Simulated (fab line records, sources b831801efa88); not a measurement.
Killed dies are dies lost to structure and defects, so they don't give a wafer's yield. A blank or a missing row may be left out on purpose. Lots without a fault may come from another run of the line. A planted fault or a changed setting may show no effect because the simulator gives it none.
fab line records | flow sky130
record lots=6 wafers=16 last_day=49
route steps=708 shown NWELL@82 PWDE@84 VT_ADJUST_HVTP@85 VT_ADJUST_LVTN@97 VT_ADJUST_NCORE@119 SONOS_ONO@181 PAD_OPEN@708
lots that met no fault: from a run of the same line without faults
start_h: hours from the record's first day to the start of the lot's first wafer shown | wait_h: hours since the lot's step before | " the same as in the row above | L1.1+2: a row that stands for several wafers | - no value, or no start given | * or withheld: withheld | < > ~ a bound
route shown NAME@n: a module of which the file shows steps, and the number in the route of the first | usual: mean/standard deviation of fault-free wafers | same: alike in all rows | chamber/n: place in a boat | sites: the reading at each site | _std_site: their standard deviation | _edge_site: outer sites' mean less inner sites' | radius_mm: how far each site lies from the wafer's centre | mask NAME#n: copy n | behind: the tool/chamber that last shaped the wafer | hold: why the lot was held/for how many hours/how that ended | device: the transistor (n, p or np) that didn't switch | end of line: the same wafers' tests at the end of the route | a step without rows: its recipe alone | killed: dies lost to structure and defects at the first sort, not the wafer's yield | map: a wafer's dies, x killed, . not, _ none there
set.NAME: the setting as run; set.NAME@STEP: as run at that earlier step | model.NAME: the simulator's own value behind a step, which no gauge read
lots at some steps of the route; a table a step, a row a wafer
services: from which hour (start_h, from the record's first day; less than 0 if before it) a tool's chamber was out of use, for how many hours, and why
## steps
# step SKY_NWELL_RS_MEAS_29
# recipe thk_meas_gauge=four-point-probe
# usual NWELL_RS=625.5/1.8
# columns lot.wafer tool chamber start_h wait_h NWELL_RS[ohm/sq]
L672.3 film_metro-03 - 126.04 0.1 625.2
L672.5 " - " " 623.9
L672.6 " - " " 623.0
L675.2 film_metro-04 - 146.12 0.1 622.4
L675.5 " - " " 621.8
L675.6 " - " " 622.2
L681.2 film_metro-01 - 181.88 0.1 629.3
L681.5 " - " " 629.2
L681.6 " - " " 629.1
L682.1 film_metro-01 - 189.80 0.1 627.0
L682.2 " - " " 625.9
L682.5 " - " " 625.4
L685.3 film_metro-04 - 210.39 0.1 625.7
L685.6 " - " " 625.8
L686.5 film_metro-01 - 217.39 0.1 623.1
L686.6 " - " " 624.1
# step SKY_NWELL_RS_MEAS_31
# recipe thk_meas_gauge=four-point-probe
# usual PWDE_RS=5282/18
# columns lot.wafer tool chamber start_h wait_h PWDE_RS[ohm/sq]
L672.3 film_metro-03 - 126.28 0.1 5303
L672.5 " - " " 5307
L672.6 " - " " 5304
L675.2 film_metro-04 - 146.36 0.1 5292
L675.5 " - " " 5306
L675.6 " - " " 5294
L681.2 film_metro-01 - 182.12 0.1 5269
L681.5 " - " " 5287
L681.6 " - " " 5249
L682.1 film_metro-01 - 190.04 0.1 5270
L682.2 " - " " 5269
L682.5 " - " " 5285
L685.3 film_metro-04 - 210.63 0.1 5284
L685.6 " - " " 5282
L686.5 film_metro-01 - 217.63 0.1 5302
L686.6 " - " " 5315
# step SKY_VT_ADJUST_HVTP_DEHYDRATE_00
# recipe temp_c=200 time_s=60
# step SKY_VT_ADJUST_HVTP_HMDS_01
# recipe prime_time_s=60 prime_temp_c=120
# step SKY_VT_ADJUST_HVTP_COAT_02
# recipe resist=NOVOLAK spin_rpm=3000 resist_thk_nm=1140
# step SKY_VT_ADJUST_HVTP_SOFTBAKE_03
# recipe temp_c=90 time_s=60 resist=NOVOLAK
# step SKY_VT_ADJUST_HVTP_EXPOSE_04
# recipe mask_id=HVTPM na=0.6 source_shape=conventional sigma_outer=0.6 polarization=unpolarized target_cd_nm=380 dose_mj=140
# step SKY_VT_ADJUST_HVTP_PEB_05
# recipe temp_c=withheld time_s=* resist=NOVOLAK
# step SKY_VT_ADJUST_HVTP_DEVELOP_06
# recipe resist=NOVOLAK developer=TMAH develop_time_s=60 dev_temp_c=23
# step SKY_VT_ADJUST_HVTP_CD_MEAS_07
# recipe target_cd_nm=380
# usual cd_nm=380.2/2.8
# columns lot.wafer tool chamber start_h wait_h cd_nm
L672.3 cd_sem-01 - 145.24 0.1 378.3
L672.5 " - " " 378.3
L672.6 " - " " 379.1
L675.2 cd_sem-01 - 166.11 0.1 380.2
L675.5 " - " " 381.2
L675.6 " - " " 382.8
L681.2 cd_sem-01 - 202.88 0.1 378.6
L681.5 " - " " 380.1
L681.6 " - " " 379.3
L682.1 cd_sem-01 - 211.50 0.1 379.2
L682.2 " - " " 379.5
L682.5 " - " " 378.8
L685.3 cd_sem-01 - 233.29 0.1 381.1
L685.6 " - " " 380.2
L686.5 cd_sem-02 - 240.39 0.1 376.1
L686.6 " - " " 376.5
# step SKY_VT_ADJUST_HVTP_OVL_MEAS_08
# usual VT_ADJUST_HVTP_OVL=-0.8/1.8
# columns lot.wafer tool chamber start_h wait_h VT_ADJUST_HVTP_OVL[nm]
L672.3 overlay-02 - 145.33 0.1 -1.2
L672.5 " - " " -2.0
L672.6 " - " " -1.3
L675.2 overlay-02 - 166.22 0.1 -0.1
L675.5 " - " " -1.8
L675.6 " - " " 0.5
L681.2 overlay-01 - 202.99 0.1 -1.7
L681.5 " - " " 0.5
L681.6 " - " " -1.2
L682.1 overlay-01 - 211.62 0.1 -1.2
L682.2 " - " " -3.5
L682.5 " - " " -2.9
L685.3 overlay-02 - 233.38 0.1 0.7
L685.6 " - " " 1.2
L686.5 overlay-02 - 240.45 0.0 -0.5
L686.6 " - " " -1.2
# step SKY_VT_ADJUST_HVTP_IMPLANT_09
# recipe species=As energy_kev=150 dose_cm2=4.3e+12 tilt_deg=withheld
# columns lot.wafer tool chamber start_h wait_h
L672.3+5+6 implanter-04 0 145.41 0.1
L675.2+5+6 implanter-01 0 166.27 0.0
L681.2+5+6 implanter-03 0 203.04 0.0
L682.1+2+5 implanter-04 0 211.66 0.0
L685.3+6 implanter-01 0 233.46 0.1
L686.5+6 implanter-01 0 240.57 0.1
# step SKY_VT_ADJUST_HVTP_STRIP_10
# recipe chemistry=O2/N2 power_w=1400 pressure_mtorr=1500 platen_temp_c=withheld o2_flow_sccm=3000 n2_flow_sccm=300 overash_fraction=0.5
# usual drypump_motor_current_A=5.6/0.52 oes_product_au=0.716/0.0046 strip_time_to_endpoint_s=14.17/0.039
# columns lot.wafer tool chamber start_h wait_h drypump_motor_current_A oes_product_au rf_hours_counter_h strip_time_to_endpoint_s
L672.3 plasma_asher-03 0 145.54 0.1 5.8 0.713 - 14.23
L672.5 " 0 " " 5.8 0.719 - 14.20
L672.6 " 1 " " 5.0 0.712 - 14.22
L675.2 plasma_asher-04 0 166.40 0.1 5.2 0.711 48 14.15
L675.5 " 0 " " 5.3 0.716 - 14.19
L675.6 " 1 " " 6.4 0.717 - 14.14
L681.2 plasma_asher-03 1 203.17 0.1 4.9 0.718 51 14.12
L681.5 " 0 " " 5.8 0.718 - 14.10
L681.6 " 1 " " 4.9 0.717 - 14.07
L682.1 plasma_asher-03 0 211.81 0.1 5.8 0.719 52 14.16
L682.2 " 1 " " 4.9 0.719 52 14.16
L682.5 " 0 " " 5.8 0.709 - 14.18
L685.3 plasma_asher-04 0 233.59 0.1 5.2 0.705 - 14.18
L685.6 " 1 " " 6.5 0.717 - 14.10
L686.5 plasma_asher-04 0 240.68 0.1 5.3 0.720 - 14.17
L686.6 " 1 " " 6.4 0.717 - 14.17
# step SKY_VT_ADJUST_HVTP_TW_MEAS_11
# usual VT_ADJUST_HVTP_TW=1348/9
# columns lot.wafer tool chamber start_h wait_h VT_ADJUST_HVTP_TW
L672.3 film_metro-04 - 145.63 0.1 1344
L672.5 " - " " 1343
L672.6 " - " " 1344
L675.2 film_metro-04 - 166.51 0.1 1345
L675.5 " - " " 1343
L675.6 " - " " 1346
L681.2 film_metro-03 - 203.28 0.1 1351
L681.5 " - " " 1339
L681.6 " - " " 1343
L682.1 film_metro-03 - 211.91 0.1 1336
L682.2 " - " " 1345
L682.5 " - " " 1344
L685.3 film_metro-03 - 233.68 0.1 1319
L685.6 " - " " 1315
L686.5 film_metro-04 - 240.76 0.0 1357
L686.6 " - " " 1336
# step SKY_VT_ADJUST_LVTN_DEHYDRATE_00
# recipe temp_c=200 time_s=60
# step SKY_VT_ADJUST_LVTN_HMDS_01
# recipe prime_time_s=60 prime_temp_c=120
# step SKY_VT_ADJUST_LVTN_COAT_02
# recipe spin_rpm=2000 resist_thk_nm=3000
# step SKY_VT_ADJUST_LVTN_SOFTBAKE_03
# recipe temp_c=110 time_s=withheld
# step SKY_VT_ADJUST_LVTN_EXPOSE_04
# recipe mask_id=NWM_COMPLEMENT_LESS_NATIVE na=0.6 source_shape=conventional sigma_outer=0.6 polarization=unpolarized target_cd_nm=840 dose_mj=194
# step SKY_VT_ADJUST_LVTN_PEB_05
# recipe temp_c=115 time_s=withheld
# step SKY_VT_ADJUST_LVTN_DEVELOP_06
# recipe wall_angle_deg=90 developer=TMAH develop_time_s=60 dev_temp_c=23
# step SKY_VT_ADJUST_LVTN_OVL_MEAS_07
# usual VT_ADJUST_LVTN_OVL=-0.5/1.3
# columns lot.wafer tool chamber start_h wait_h VT_ADJUST_LVTN_OVL[nm]
L672.3 overlay-02 - 165.22 - -0.2
L672.5 " - " " 1.0
L672.6 " - " " -0.7
L675.2 overlay-02 - 187.06 - 0.2
L675.5 " - " " -1.2
L675.6 " - " " -1.7
L681.2 overlay-01 - 224.21 - -0.3
L681.5 " - " " 1.1
L681.6 " - " " 2.7
L682.1 overlay-02 - 233.54 - 0.2
L682.2 " - " " 1.3
L682.5 " - " " 0.8
L685.3 overlay-02 - 257.37 - 0.6
L685.6 " - " " -1.1
L686.5 overlay-01 - 263.98 - 0.5
L686.6 " - " " 1.2
# step SKY_VT_ADJUST_LVTN_IMPLANT_08
# recipe species=B energy_kev=30 dose_cm2=1.57e+12 tilt_deg=withheld
# step SKY_VT_ADJUST_LVTN_STRIP_09
# recipe chemistry=O2/N2 power_w=1400 pressure_mtorr=1500 platen_temp_c=withheld o2_flow_sccm=3000 n2_flow_sccm=300 overash_fraction=0.5
# usual drypump_motor_current_A=5.7/0.57 oes_product_au=0.722/0.0042 strip_time_to_endpoint_s=36.89/0.11
# columns lot.wafer tool chamber start_h wait_h drypump_motor_current_A oes_product_au rf_hours_counter_h strip_time_to_endpoint_s
L672.3 plasma_asher-01 0 165.43 0.1 5.3 0.722 - 37.08
L672.5 " 0 " " 5.3 0.714 - 37.00
L672.6 " 1 " " 5.6 0.718 - 36.95
L675.2 plasma_asher-02 0 187.24 0.1 6.7 0.721 38 36.92
L675.5 " 0 " " 6.8 0.720 - 36.90
L675.6 " 1 " " 5.4 0.718 - 36.83
L681.2 plasma_asher-01 1 224.39 0.1 5.6 0.723 10 36.96
L681.5 " 0 " " 5.3 0.727 - 36.94
L681.6 " 1 " " 5.6 0.723 - 37.09
L682.1 plasma_asher-01 0 233.73 0.1 5.3 0.724 11 36.82
L682.2 " 1 " " 5.6 0.723 11 36.79
L682.5 " 0 " " 5.3 0.723 - 36.77
L685.3 plasma_asher-04 0 257.58 0.1 5.3 0.728 - 36.89
L685.6 " 0 " " 5.2 0.719 - 36.66
L686.5 plasma_asher-01 1 264.21 0.1 5.6 0.726 - 37.04
L686.6 " 0 " " 5.3 0.732 - 37.11
# step SKY_VT_ADJUST_LVTN_TW_MEAS_10
# usual VT_ADJUST_LVTN_TW=238.1/3
# columns lot.wafer tool chamber start_h wait_h VT_ADJUST_LVTN_TW
L672.3 film_metro-01 - 165.52 0.1 235.2
L672.5 " - " " 234.8
L672.6 " - " " 235.5
L675.2 film_metro-04 - 187.35 0.1 241.1
L675.5 " - " " 242.1
L675.6 " - " " 240.7
L681.2 film_metro-02 - 224.50 0.1 239.0
L681.5 " - " " 241.8
L681.6 " - " " 239.5
L682.1 film_metro-01 - 233.83 0.1 234.7
L682.2 " - " " 233.5
L682.5 " - " " 235.4
L685.3 film_metro-02 - 257.67 0.1 241.5
L685.6 " - " " 240.9
L686.5 film_metro-01 - 264.28 0.0 235.0
L686.6 " - " " 235.6
# step SKY_VT_ADJUST_LVTN_DEHYDRATE_11
# recipe temp_c=200 time_s=60
# step SKY_VT_ADJUST_LVTN_HMDS_12
# recipe prime_time_s=60 prime_temp_c=120
# step SKY_VT_ADJUST_LVTN_COAT_13
# recipe resist=NOVOLAK spin_rpm=3000 resist_thk_nm=1140
# step SKY_VT_ADJUST_LVTN_SOFTBAKE_14
# recipe temp_c=90 time_s=60 resist=NOVOLAK
# step SKY_VT_ADJUST_LVTN_EXPOSE_15
# recipe mask_id=HVN_STD_DERIVED na=0.6 source_shape=conventional sigma_outer=0.6 polarization=unpolarized target_cd_nm=600 dose_mj=163
# step SKY_VT_ADJUST_LVTN_PEB_16
# recipe temp_c=withheld time_s=* resist=NOVOLAK
# step SKY_VT_ADJUST_LVTN_DEVELOP_17
# recipe resist=NOVOLAK developer=TMAH develop_time_s=60 dev_temp_c=23
# step SKY_VT_ADJUST_LVTN_OVL_MEAS_18
# usual VT_ADJUST_LVTN_01_OVL=-1.2/1.3
# columns lot.wafer tool chamber start_h wait_h VT_ADJUST_LVTN_01_OVL[nm]
L672.3 overlay-02 - 185.85 0.1 -0.1
L672.5 " - " " 0.2
L672.6 " - " " -1.0
L675.2 overlay-02 - 207.95 0.1 -2.3
L675.5 " - " " -1.2
L675.6 " - " " -0.6
L681.2 overlay-02 - 247.41 0.1 -0.5
L681.5 " - " " 1.0
L681.6 " - " " 0.7
L682.1 overlay-02 - 257.66 0.1 0.9
L682.2 " - " " -0.5
L682.5 " - " " -0.6
L685.3 overlay-01 - 281.65 0.1 -3.6
L685.6 " - " " -3.2
L686.5 overlay-02 - 288.92 0.0 -1.9
L686.6 " - " " -3.0
# step SKY_VT_ADJUST_LVTN_IMPLANT_19
# recipe species=B energy_kev=30 dose_cm2=6.5e+11 tilt_deg=withheld
# step SKY_VT_ADJUST_LVTN_STRIP_20
# recipe chemistry=O2/N2 power_w=1400 pressure_mtorr=1500 platen_temp_c=withheld o2_flow_sccm=3000 n2_flow_sccm=300 overash_fraction=0.5
# usual drypump_motor_current_A=5.8/0.61 oes_product_au=0.716/0.0046 strip_time_to_endpoint_s=14.18/0.042
# columns lot.wafer tool chamber start_h wait_h drypump_motor_current_A oes_product_au rf_hours_counter_h strip_time_to_endpoint_s
L672.3 plasma_asher-02 1 186.06 0.1 5.3 0.707 - 14.20
L672.5 " 0 " " 6.8 0.716 - 14.22
L672.6 " 1 " " 5.3 0.713 - 14.18
L675.2 plasma_asher-04 0 208.13 0.1 5.3 0.716 52 14.22
L675.5 " 1 " " 6.5 0.705 - 14.25
L675.6 " 0 " " 5.3 0.722 - 14.24
L681.2 plasma_asher-04 0 247.59 0.1 5.2 0.712 56 14.22
L681.5 " 1 " " 6.5 0.713 - 14.24
L681.6 " 0 " " 5.2 0.719 - 14.21
L682.1 plasma_asher-02 1 257.85 0.1 5.3 0.722 45 14.22
L682.2 " 0 " " 6.8 0.709 45 14.23
L682.5 " 1 " " 5.4 0.720 - 14.24
L685.3 plasma_asher-04 1 281.86 0.1 6.4 0.720 - 14.16
L685.6 " 0 " " 5.2 0.719 - 14.15
L686.5 plasma_asher-02 0 289.14 0.1 6.7 0.712 - 14.20
L686.6 " 1 " " 5.3 0.722 - 14.23
# step SKY_VT_ADJUST_LVTN_TW_MEAS_21
# usual VT_ADJUST_LVTN_2_TW=186.9/2
# columns lot.wafer tool chamber start_h wait_h VT_ADJUST_LVTN_2_TW
L672.3 film_metro-04 - 186.15 0.1 188.3
L672.5 " - " " 187.8
L672.6 " - " " 188.8
L675.2 film_metro-01 - 208.24 0.1 183.1
L675.5 " - " " 182.1
L675.6 " - " " 182.2
L681.2 film_metro-02 - 247.70 0.1 188.0
L681.5 " - " " 187.2
L681.6 " - " " 188.3
L682.1 film_metro-02 - 257.95 0.1 186.9
L682.2 " - " " 186.4
L682.5 " - " " 187.5
L685.3 film_metro-01 - 281.95 0.1 183.0
L685.6 " - " " 183.3
L686.5 film_metro-04 - 289.22 0.0 189.6
L686.6 " - " " 188.5
# step SKY_VT_ADJUST_NCORE_DEHYDRATE_00
# recipe temp_c=200 time_s=60
# step SKY_VT_ADJUST_NCORE_HMDS_01
# recipe prime_time_s=60 prime_temp_c=120
# step SKY_VT_ADJUST_NCORE_COAT_02
# recipe resist=NOVOLAK spin_rpm=3000 resist_thk_nm=1140
# step SKY_VT_ADJUST_NCORE_SOFTBAKE_03
# recipe temp_c=90 time_s=60 resist=NOVOLAK
# step SKY_VT_ADJUST_NCORE_EXPOSE_04
# recipe mask_id=LVTN_COMPLEMENT_THIN na=0.6 source_shape=conventional sigma_outer=0.6 polarization=unpolarized target_cd_nm=380 dose_mj=139
# step SKY_SONOS_ONO_CD_MEAS_13
# recipe target_cd_nm=410
# usual cd_nm=409.6/2.2
# columns lot.wafer tool chamber start_h wait_h hold cd_nm
L672.3 cd_sem-02 - 405.44 0.1 - 408.1
L672.5 " - " " - 408.7
L672.6 " - " " - 407.2
L675.2 cd_sem-02 - 407.02 0.1 - 405.3
L675.5 " - " " - 405.9
L675.6 " - " " - 408.7
L681.2 cd_sem-02 - 414.83 0.1 - 409.1
L681.5 " - " " - 411.2
L681.6 " - " " - 410.8
L682.1 cd_sem-01 - 414.89 0.1 - 411.7
L682.2 " - " " - 412.2
L682.5 " - " " - 412.1
L685.3 cd_sem-02 - 421.89 0.1 await_dispo/0.2h/release 411.2
L685.6 " - " " await_dispo/0.2h/release 408.4
L685.3 cd_sem-02 - 422.18 0.3 - 411.1
L685.6 " - " " - 408.7
L686.5 cd_sem-02 - 428.42 0.1 await_dispo/0.2h/release 407.2
L686.6 " - " " await_dispo/0.2h/release 410.3
L686.5 cd_sem-02 - 428.71 0.3 - 406.7
L686.6 " - " " - 410.3
# step SKY_SONOS_ONO_OVL_MEAS_14
# usual SONOS_ONO_OVL=-0.9/1.5
# columns lot.wafer tool chamber start_h wait_h hold SONOS_ONO_OVL[nm]
L672.3 overlay-02 - 405.53 0.1 - 1.2
L672.5 " - " " - 1.9
L672.6 " - " " - 0.3
L675.2 overlay-01 - 407.13 0.1 - -1.3
L675.5 " - " " - -0.4
L675.6 " - " " - 0.5
L681.2 overlay-02 - 414.93 0.1 - -0.4
L681.5 " - " " - -1.8
L681.6 " - " " - -0.7
L682.1 overlay-01 - 415.01 0.1 - -0.1
L682.2 " - " " - 0.0
L682.5 " - " " - -1.0
L685.3 overlay-01 - 424.06 1.9 await_dispo/1.8h/release -2.2
L685.6 " - " " await_dispo/1.8h/release -2.6
L686.5 overlay-01 - 438.62 9.9 await_dispo/9.8h/release -1.1
L686.6 " - " " await_dispo/9.8h/release -3.1
# step SKY_PAD_OPEN_PROBE_99
# usual killed_at_M0_to_M3=42/7.3 killed_at_M4_up=3.4/2 killed_at_contacts=24/5.8 killed_at_front_end=15/4.6 killed_at_other=0.3/0.62 killed_dies=84/9.8 killed_open=47/6.9 killed_short=38/6.3
# same gross_dies=492 killed_at_back_side=0
# columns lot.wafer tool chamber start_h wait_h killed_at_M0_to_M3 killed_at_M4_up killed_at_contacts killed_at_front_end killed_at_other killed_dies killed_open killed_short model.etest.tip_p.rs_ohm_sq_range model.etest.pfet_01v8.drive_ua_um_range model.etest.pfet_01v8.vt_v_range
L672.3 prober-02 - 1165.30 0.2 50 1 23 13 0 87 51 36 205.4 12.92 0.01607
L672.5 prober-02 - 1165.40 0.2 34 1 23 10 2 70 31 39 182.6 7.205 0.01815
L672.6 prober-02 - 1165.45 0.2 43 2 28 13 0 86 53 33 106.4 7.849 0.01442
L675.2 prober-02 - 1168.25 0.1 42 2 13 22 0 79 52 27 135.5 5.612 0.0143
L675.5 prober-02 - 1168.40 0.2 46 2 17 23 0 88 48 40 158.3 9.296 0.01292
L675.6 prober-02 - 1168.45 0.2 24 2 29 16 1 72 37 35 65.63 7.96 0.02221
L682.1 prober-02 - 1171.20 0.1 55 1 18 8 0 82 40 42 209.2 6.382 0.01126
L682.2 prober-02 - 1171.25 0.1 47 4 26 11 0 88 40 48 222.1 3.696 0.01674
L682.5 prober-02 - 1171.40 0.2 49 4 30 3 0 86 46 40 123.9 4.055 0.0162
L681.2 prober-02 - 1173.00 0.1 50 5 17 13 0 85 40 45 175.2 11.92 0.02576
L681.5 prober-02 - 1173.15 0.2 37 2 17 9 0 65 33 32 181 12.4 0.01881
L681.6 prober-02 - 1173.20 0.2 49 3 26 17 1 96 43 53 186.3 5.977 0.02451
L685.3 prober-01 - 1175.67 0.2 41 5 35 19 1 101 54 47 999.5 40.97 0.157
L685.6 prober-01 - 1175.82 0.2 45 5 25 19 0 94 45 49 986.1 40.57 0.1458
L686.5 prober-01 - 1177.27 0.2 40 5 19 16 0 80 46 34 119.9 4.201 0.02074
L686.6 prober-01 - 1177.32 0.2 41 2 27 21 0 91 50 41 964.3 44.42 0.1477
# killed by level:class
L672.3 VIA1:geometric_particle:open=13 VIA3:geometric_particle:open=9 VIA2:geometric_particle:open=7 CONTACT:geometric_particle:open=7 CONTACT:geometric_particle:short=6 POLY_GATE:geometric_particle:open=4 LI_CONTACT:geometric_particle:short=4 LI_CONTACT:geometric_particle:open=4
L672.5 LI_CONTACT:geometric_particle:open=9 VIA1:geometric_particle:open=8 FIELD_ISO:geometric_particle:short=6 METAL2:geometric_particle:short=6 VIA3:geometric_particle:open=5 CONTACT:geometric_particle:short=5 VIA1:geometric_particle:short=5 CONTACT:geometric_particle:open=4
L672.6 VIA1:geometric_particle:open=11 CONTACT:geometric_particle:open=9 LI_CONTACT:geometric_particle:open=8 VIA2:geometric_particle:open=7 CONTACT:geometric_particle:short=6 VIA1:geometric_particle:short=6 METAL2:geometric_particle:short=5 POLY_GATE:geometric_particle:open=4
L675.2 VIA1:geometric_particle:open=19 VIA3:geometric_particle:open=7 FIELD_ISO:geometric_particle:short=5 SPACER:geometric_particle:open=5 CONTACT:geometric_particle:open=5 FIELD_ISO:geometric_particle:open=4 POLY_GATE:geometric_particle:open=4 METAL1:geometric_particle:short=4
L675.5 VIA1:geometric_particle:open=14 CONTACT:geometric_particle:open=7 FIELD_ISO:geometric_particle:open=6 VIA3:geometric_particle:open=6 VIA1:geometric_particle:short=6 METAL2:geometric_particle:short=5 VIA2:geometric_particle:short=5 POLY_GATE:geometric_particle:short=4
L675.6 CONTACT:geometric_particle:open=10 LI_CONTACT:geometric_particle:open=8 LOCAL_INTERCONNECT:geometric_particle:short=6 FIELD_ISO:geometric_particle:short=4 VIA1:geometric_particle:open=4 METAL1:geometric_particle:short=4 VIA1:geometric_particle:short=4 FIELD_ISO:geometric_particle:open=3
L682.1 VIA1:geometric_particle:open=11 VIA3:geometric_particle:open=10 CONTACT:geometric_particle:open=9 METAL2:geometric_particle:short=7 VIA2:geometric_particle:short=7 METAL1:geometric_particle:short=5 VIA2:geometric_particle:open=5 VIA1:geometric_particle:short=5
L682.2 CONTACT:geometric_particle:short=8 METAL2:geometric_particle:short=6 VIA1:geometric_particle:short=6 VIA1:geometric_particle:open=6 VIA3:geometric_particle:open=6 LI_CONTACT:geometric_particle:open=5 CONTACT:geometric_particle:open=5 METAL1:geometric_particle:short=5
L682.5 VIA1:geometric_particle:open=12 CONTACT:geometric_particle:open=11 VIA2:geometric_particle:open=10 LOCAL_INTERCONNECT:geometric_particle:short=7 LI_CONTACT:geometric_particle:open=6 VIA3:geometric_particle:short=6 VIA1:geometric_particle:short=5 METAL1:geometric_particle:short=4
L681.2 METAL1:geometric_particle:short=9 CONTACT:geometric_particle:open=8 VIA1:geometric_particle:short=8 VIA1:geometric_particle:open=6 METAL4:geometric_particle:short=5 VIA2:geometric_particle:short=5 VIA2:geometric_particle:open=5 VIA3:geometric_particle:open=5
L681.5 VIA3:geometric_particle:open=8 VIA1:geometric_particle:open=7 LI_CONTACT:geometric_particle:open=6 METAL1:geometric_particle:short=5 CONTACT:geometric_particle:short=4 VIA2:geometric_particle:open=4 FIELD_ISO:geometric_particle:short=3 LOCAL_INTERCONNECT:geometric_particle:short=3
L681.6 CONTACT:geometric_particle:short=9 CONTACT:geometric_particle:open=9 VIA1:geometric_particle:open=9 METAL2:geometric_particle:short=8 FIELD_ISO:geometric_particle:short=7 VIA3:geometric_particle:open=7 VIA1:geometric_particle:short=6 VIA2:geometric_particle:short=5
L685.3 VIA1:geometric_particle:open=11 CONTACT:geometric_particle:short=9 CONTACT:geometric_particle:open=9 LI_CONTACT:geometric_particle:open=7 FIELD_ISO:geometric_particle:open=6 VIA2:geometric_particle:open=6 VIA3:geometric_particle:short=6 LOCAL_INTERCONNECT:geometric_particle:short=5
L685.6 VIA1:geometric_particle:open=9 VIA2:geometric_particle:open=9 METAL2:geometric_particle:short=7 LI_CONTACT:geometric_particle:open=7 CONTACT:geometric_particle:open=7 POLY_GATE:geometric_particle:short=6 CONTACT:geometric_particle:short=5 METAL1:geometric_particle:short=5
L686.5 CONTACT:geometric_particle:open=11 VIA1:geometric_particle:open=11 FIELD_ISO:geometric_particle:short=5 METAL1:geometric_particle:short=5 VIA2:geometric_particle:open=5 CONTACT:geometric_particle:short=4 METAL4:geometric_particle:short=4 POLY_GATE:geometric_particle:open=3
L686.6 VIA1:geometric_particle:open=13 CONTACT:geometric_particle:open=8 CONTACT:geometric_particle:short=7 FIELD_ISO:geometric_particle:short=6 METAL3:geometric_particle:short=6 LOCAL_INTERCONNECT:geometric_particle:short=5 VIA3:geometric_particle:open=5 VIA1:geometric_particle:short=5
## services
# columns tool chamber start_h hours kind
plasma_asher-03 - 125.48 9.8 pm
plasma_asher-01 - 127.27 1.2 repair
plasma_asher-03 - 142.07 0.8 repair
implanter-03 - 145.10 24.1 pm
plasma_asher-03 - 167.32 0.3 repair
implanter-01 - 173.86 3.4 repair
implanter-01 - 175.55 2.7 repair
implanter-04 - 179.70 2.7 repair
implanter-01 - 213.41 2.2 repair
implanter-03 - 231.21 3.2 repair
plasma_asher-03 - 272.52 4.3 pm
## key
first_sign step=SKY_VT_ADJUST_HVTP_TW_MEAS_11 reading=VT_ADJUST_HVTP_TW direction=down sigmas=2.7 usual=1348 struck=1323 wafers_moved=2
effect none on later readings
model_effect step=SKY_PAD_OPEN_PROBE_99 value=etest.tip_p.rs_ohm_sq_range without=154.6 struck=983.3
met_at SKY_VT_ADJUST_HVTP_IMPLANT_09
struck_wafers L685.3,L685.6,L686.6
tester_left_out L685,L686
onset_between 166.27 233.46
fault kind=process_parameter_drift tool=implanter-01 chamber=- onset_h=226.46 steps=SKY_VT_ADJUST_HVTP_IMPLANT_09 channel=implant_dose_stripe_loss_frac offset=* shape=step end_h=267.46 scope=struck_wafers_only
# tester_left_out: of these lots the tester's yield and bins aren't shown, on N5 and GAA mostly nor the transistor test; their killed dies are dies lost to structure and defects alone, not to doping, threshold or leakage, so they don't give the yield
